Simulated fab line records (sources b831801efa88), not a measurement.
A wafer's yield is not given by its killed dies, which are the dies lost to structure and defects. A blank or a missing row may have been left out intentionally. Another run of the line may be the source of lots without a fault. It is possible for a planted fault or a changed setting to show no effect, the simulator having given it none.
A lot that was struck, set against a sound lot :: flow gf180mcu :: 43 steps out of a route of 602
Sound: the wafers L517.1, L517.2, L517.6. Wafers struck: L527.2, L527.4, L527.5. Last of all comes the cause.
Each step with rows lists, per side, the tool, then ch with its chambers, then its first start. Under that, the readings that differ: sound wafers :: struck wafers :: difference of the means :: sigmas: that difference in standard deviations of wafers without a fault.
alike: a reading whose means differ by less than 2 such deviations, as well as words and numbers matching on both sides. not compared: withheld readings; readings where some wafer has no value; bounds like >300 that might hide an equal value; numbers whose values overlap and for which the record gives no deviation.
Wherever a step has rows on one side only, a row that says differs or no value, or a row with sigmas, the two part there. Numbers that don't overlap but have no deviation are shown without sigmas and don't part them. A reading that every wafer of one side lacks parts them only if that side has two wafers or more.

first, 1 step without rows for these wafers: GF_STI_OXIDATION_01 (stabilise 600 s, purge 300 s, target thk 10 nm).
GF_STI_THK_MEAS_02:
  sound: film-metro-02 at day 1 16:42; struck: film-metro-03 at day 3 19:29
  alike: STI_OXIDATION_THK
then, 1 step without rows for these wafers: GF_STI_CVD_03 (deposits Si3N4 from DCS/NH3, target thk 207.16 nm, time 3551 s).
GF_STI_THK_MEAS_04:
  sound: film-metro-02 at day 1 18:44; struck: film-metro-03 at day 3 22:01
  alike: STI_CVD_03_THK
then, 7 steps without rows for these wafers: GF_STI_DEHYDRATE_05 (time 60 s); GF_STI_HMDS_06 (prime time 60 s); GF_STI_COAT_07 (resist thk 700 nm); GF_STI_SOFTBAKE_08 (time 60 s); GF_STI_EXPOSE_09 (exposes mask COMP, target cd 220 nm); GF_STI_PEB_10 (peb time 90 s); GF_STI_DEVELOP_11 (develop time 60 s).
GF_STI_CD_MEAS_12 targets a cd of 220 nm.
  sound: cd-sem-01 at day 2 05:53; struck: cd-sem-01 at day 4 10:33
  alike: cd-nm
GF_STI_ETCH_13: etches the open film in CHF3/O2, stops on Si, target depth 282.31 nm, time 112.9 s.
  sound on rie-diel-03 ch 2,3, day 2 06:01; struck on rie-diel-03 ch 1,2, day 4 10:39
  alike: chamber-pressure-mTorr, drypump-motor-current-A, oes-product-au, throttle-valve-pct
  not compared: rf-hours-counter-h
GF_STI_ETCH_14: etches Si in HBr/Cl2/O2, target depth 360 nm, time 102.9 s.
  sound on rie-si-02 ch 0,1,3, day 2 06:05; struck on rie-si-02 ch 0,2, day 4 10:44
  alike: chamber-pressure-mTorr, drypump-motor-current-A, oes-product-au, throttle-valve-pct
  not compared: rf-hours-counter-h
GF_STI_STRIP_15: strips in O2/N2.
  sound on plasma-asher-01 ch 0,1, day 2 06:10; struck on plasma-asher-01 ch 0,1, day 4 10:49
  alike: chamber-pressure-mTorr, drypump-motor-current-A, heater-power-w, oes-product-au, strip-time-to-endpoint-s
  not compared: rf-hours-counter-h
then, 6 steps without rows for these wafers: GF_STI_CLEAN_16 (cleans in dHF, time 25 s); GF_STI_WET_ETCH_17 (etches Si3N4 in H3PO4, target depth 45 nm, time 514 s); GF_STI_CLEAN_18 (cleans in SC1/SC2, time 150 s); GF_STI_CLEAN_19 (cleans in dHF, time 20 s); GF_STI_WET_ETCH_20 (etches SiO2 in dHF, target depth 20 nm, time 400 s); GF_STI_OXIDATION_21 (stabilise 600 s, purge 300 s, target thk 15 nm).
GF_STI_THK_MEAS_22:
  sound: film-metro-02 at day 2 08:20; struck: film-metro-02 at day 4 17:20
  alike: STI_OXIDATION_01_THK
then, 1 step without rows for these wafers: GF_STI_CVD_23 (deposits SiO2, target thk 650 nm, time 108.3 s).
GF_STI_THK_MEAS_24:
  sound: film-metro-02 at day 2 08:28; struck: film-metro-03 at day 4 17:29
  alike: STI_CVD_23_THK
GF_STI_CMP_25: polishes, stops on Si3N4, t overpolish 33 s, target thk 524.6 nm.
  sound on cmp-01 ch 0,1,2, day 2 08:37; struck on cmp-01 ch 0,2, day 4 17:35
  alike: motor-current-A, overpolish-run-s, slurry-filter-dp-kPa, time-to-endpoint-s
then, 4 steps without rows for these wafers: GF_STI_WET_ETCH_26 (etches SiO2 in dHF, target depth 94 nm, time 188 s); GF_STI_WET_ETCH_27 (etches Si3N4 in H3PO4, target depth 160 nm, time 1825 s); GF_STI_WET_ETCH_28 (etches SiO2 in dHF, target depth 20 nm, time 40 s); GF_STI_OXIDATION_29 (stabilise 600 s, purge 300 s, target thk 10 nm).
GF_STI_THK_MEAS_30:
  sound: film-metro-04 at day 2 10:49; struck: film-metro-02 at day 4 20:59
  alike: STI_OXIDATION_02_THK
then, 8 steps without rows for these wafers: GF_DNWELL_DEHYDRATE_00 (time 60 s); GF_DNWELL_HMDS_01 (prime time 60 s); GF_DNWELL_COAT_02 (resist thk 3000 nm); GF_DNWELL_SOFTBAKE_03; GF_DNWELL_EXPOSE_04 (exposes mask DNWELL, target cd 1700 nm); GF_DNWELL_PEB_05; GF_DNWELL_DEVELOP_06 (develop time 60 s); GF_DNWELL_IMPLANT_07.
GF_DNWELL_STRIP_08: strips in O2/N2.
  sound on plasma-asher-03 ch 0,1, day 2 23:32; struck on plasma-asher-02 ch 0,1, day 5 11:15
reading: strip-time-to-endpoint-s (s)
sound: 37.10 37.04 37.10
struck: 36.89 36.94 36.92
difference: -0.16
sigmas: -2
  alike: chamber-pressure-mTorr, drypump-motor-current-A, heater-power-w, oes-product-au
  not compared: rf-hours-counter-h
GF_DNWELL_TW_MEAS_09:
  sound: film-metro-02 at day 2 23:38; struck: film-metro-02 at day 5 11:22
  alike: DNWELL_TW
then, 2 steps without rows for these wafers: GF_NWELL_DEHYDRATE_00 (time 60 s); GF_NWELL_HMDS_01 (prime time 60 s).
-- the record jumps here: 27 days lie between the struck wafers' starts before and after (it left off in module NWELL and takes up again in module PASSIVATION, whose first step shown is number 602 of the route) --
GF_PASSIVATION_PROBE_99:
  the record has rows for the struck wafers here (prober-01, day 32 11:07) and none for the sound ones

WHERE THEY PART
Earliest at GF_DNWELL_STRIP_08; latest, in this record, at GF_PASSIVATION_PROBE_99.

WHY: what the simulator had put in
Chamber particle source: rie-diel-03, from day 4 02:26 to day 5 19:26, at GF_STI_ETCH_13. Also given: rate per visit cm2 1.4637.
